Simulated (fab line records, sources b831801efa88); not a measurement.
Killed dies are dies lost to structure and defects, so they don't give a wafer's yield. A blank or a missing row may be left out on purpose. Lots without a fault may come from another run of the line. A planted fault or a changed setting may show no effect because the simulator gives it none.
Problem report in the 8D (eight disciplines) form, filled by code | flow sky130 | the parts of the form that need people (team, actions taken, sign-off) are left out

1. THE PROBLEM
killed_at_front_end at SKY_PAD_OPEN_PROBE_99 reads a mean of 419 on 9 wafers of 3 lots; wafers without a fault read 15 with a standard deviation of 4.6. That is +88 standard deviations from the usual mean.
First seen on wafer L798.2, day 49 20:23, on prober-02. The record holds 36 wafers of 12 lots with a number at this step. Rule for "out", or "out of limits": more than 4 standard deviations from the usual mean. The other wafers with a number count as sound.

2. WHAT IT IS AND WHAT IT IS NOT
question                    | is                                              | is not
which readings at this step | killed_at_front_end, killed_dies, killed_on_rim | killed_at_M0_to_M3, killed_at_M4_up, killed_at_contacts, killed_at_other, killed_short
which lots                  | L798, L799, L801                                | L781, L783, L789, L792, L793, L794, L795, L796, L804
which wafers of those lots  | all that have a number                          | -
read on which tools         | prober-01, prober-02                            | -
when                        | from day 49 20:23                               | up to then (24 sound wafers); but 3 sound wafers of L804 came after

3. SUSPECTS, AND WHAT RULES EACH OUT
Counting: a tool at a process step up to the reading stays a suspect if it ran every lot that is out and no sound lot after the first of them.
- litho_track-02 at SKY_SONOS_TUNNEL_COAT_02 (resist thk 1140 nm): ruled out as a lasting fault. Sound lots L804 ran on it after its first lot that is out, L798 (day 16 06:16).
Left after counting: nothing in the record.

4. THE CAUSE (what the simulator had put in)
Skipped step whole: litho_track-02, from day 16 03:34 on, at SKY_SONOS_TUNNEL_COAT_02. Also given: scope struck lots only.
Counting ruled it out, wrongly: the rule takes a fault to strike every lot that its tool runs from its start on, and this one did not.

5. THE CHAIN OF EFFECTS, in route order
Each row: a reading whose mean over the struck wafers that have a number lies more than 3 standard deviations from the usual. Only readings for which the record gives a usual standard deviation are gone through. hours: the time from each lot's start at the first step in this table that gives one to its start at this step, as a median over the lots. sigmas: the change in usual standard deviations.
hours | step                  | reading             | usual | on struck wafers | change | sigmas
0     | SKY_PAD_OPEN_PROBE_99 | killed_at_front_end | 15    | 419              | +404   | +88
0     | SKY_PAD_OPEN_PROBE_99 | killed_dies         | 85    | 492              | +407   | +41
0     | SKY_PAD_OPEN_PROBE_99 | killed_on_rim       | 16    | 96               | +80    | +20
The process steps in it:
- SKY_PAD_OPEN_PROBE_99
Readings that are blank on the struck wafers while sound wafers have them: chill_plate_temp_C at SKY_SONOS_TUNNEL_COAT_02; dispense_pressure_kPa at SKY_SONOS_TUNNEL_COAT_02; resist_line_temp_C at SKY_SONOS_TUNNEL_COAT_02; cd_nm at SKY_SONOS_TUNNEL_CD_MEAS_07.

6. WHAT WOULD HAVE CAUGHT IT SOONER
In this record the first reading out of limits was taken at day 49 20:23, 809 hours after the fault began at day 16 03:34.
Between SKY_SONOS_TUNNEL_COAT_02 and SKY_PAD_OPEN_PROBE_99, SKY_SONOS_TUNNEL_CD_MEAS_07 gave no cd_nm on the struck wafers, where sound wafers have one: a measuring or inspecting step that comes back empty is itself a sign.
At SKY_SONOS_TUNNEL_COAT_02 the tool's readings are blank on the struck wafers, where sound wafers have them: an empty tool record is the first sign, and it was there at once.
